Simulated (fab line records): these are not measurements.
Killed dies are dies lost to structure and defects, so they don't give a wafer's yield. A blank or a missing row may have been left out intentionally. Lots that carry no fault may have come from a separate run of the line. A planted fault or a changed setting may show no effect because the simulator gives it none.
Chamber matching | flow sfq line | SFQ_TRILAYER_I4_CMP_CMP_100 on cmp-02 has 4 sister chambers
The step polishes SiO2. 8 wafers are shown with their chamber, then 9 later ones without.

== EACH WAFER AND ITS CHAMBER ==
wafer  | chamber | motor current A (A) | time to endpoint s (s)
L983.4 | 3       | 10.3                | 211
L984.4 | 1       | 9.9                 | 229
L984.3 | 3       | 10.8                | 205
L986.2 | 0       | 11.3                | 210
L986.6 | 1       | 10.1                | 225
L989.1 | 2       | 11.4                | 202
L989.2 | 0       | 11.6                | 214
L989.5 | 2       | 11.5                | 212

== WAFERS WHOSE CHAMBER IS MISSING ==
wafer  | motor current A (A) | time to endpoint s (s)
L990.1 | 11.2                | 216
L990.2 | 9.8                 | 226
L990.4 | 9.9                 | 214
L996.3 | 11.9                | 226
L996.2 | 10.9                | 228
L996.6 | 11.3                | 227
L103.3 | 12.1                | 223
L103.4 | 10.0                | 220
L103.6 | 10.8                | 217

== EACH ONE'S CHAMBER ==
wafer  | from the rows above               | in truth
L990.1 | can't be placed: 0 or 2 or 3      | 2
L990.2 | 1                                 | 1
L990.4 | can't be placed: 1 or 3           | 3
L996.3 | can't be placed: 0 or 2           | 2
L996.2 | can't be placed: 1 or 0 or 3 or 2 | 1
L996.6 | can't be placed: 0 or 2           | 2
L103.3 | can't be placed: 0 or 2           | 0
L103.4 | 1                                 | 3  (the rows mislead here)
L103.6 | can't be placed: 3 or 0 or 2 or 1 | 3
1 of 9 placed correctly. Unplaceable from these rows: 7, with the true chamber sitting among the candidates in 7. Placed wrongly: 1.
How it was worked out, from the rows above alone: a wafer's distance from a chamber is the root of the sum, over the readings, of the square of ((its reading less the chamber's mean) divided by the reading's scatter). If the next closest chamber is less than 2 further off than the closest, the wafer can't be placed; otherwise it belongs to the closest. For every chamber, the mean is computed from those of its wafers that are shown. The scatter is the square root of a quotient: the sum, over the shown wafers, of each reading's squared deviation from its chamber's mean, divided by wafers minus chambers.
